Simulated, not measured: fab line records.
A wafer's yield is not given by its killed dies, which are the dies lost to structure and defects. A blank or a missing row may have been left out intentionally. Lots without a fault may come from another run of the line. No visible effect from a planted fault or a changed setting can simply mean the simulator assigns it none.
Which tool is to blame? + flow sky130 + 6 lots (18 wafers sampled), 1 step of a 708-step route

## WHAT EACH GAUGE READ, for each wafer
SKY_METAL2_THK_MEAS_06: measures by xrf.
| lot  | measured     | on            | METAL2_ALCU_THK (nm) |
|------|--------------|---------------|----------------------|
| L314 | day 35 07:29 | film-metro-02 | 251 255 255          |
| L317 | day 35 20:55 | film-metro-02 | 254 254 254          |
| L322 | day 37 11:20 | film-metro-01 | 254 247 244          |
| L329 | day 40 10:19 | film-metro-01 | 242 247 246          |
| L334 | day 41 08:43 | film-metro-01 | 249 244 247          |
| L335 | day 41 15:49 | film-metro-01 | 255 258 253          |

## TOOL THAT RAN EACH LOT (tool first, then ch and the chambers of the sampled wafers, then the start)
Before these readings, the record contains no process step.

## THE ANSWER, worked out from the rows above alone
Rule: what is usual is taken from the lots themselves. Put in order of their means at a reading, lots are off if they are a third of the lots or fewer, leave a main group of 4 or more, and stand apart from it by a gap of 3 or more times the standard deviation of the main group's means; of several such gaps the widest counts. Not used: any main group whose means are identical at the precision the tables above print for the reading. A lot without any number at a reading at which 4 lots or more have one is off too. Where the step has rows for the other lots, those lots are counted as sound.
None of the lots is off at any reading shown; this tells nothing.

## WHAT THE SIMULATOR PUT IN
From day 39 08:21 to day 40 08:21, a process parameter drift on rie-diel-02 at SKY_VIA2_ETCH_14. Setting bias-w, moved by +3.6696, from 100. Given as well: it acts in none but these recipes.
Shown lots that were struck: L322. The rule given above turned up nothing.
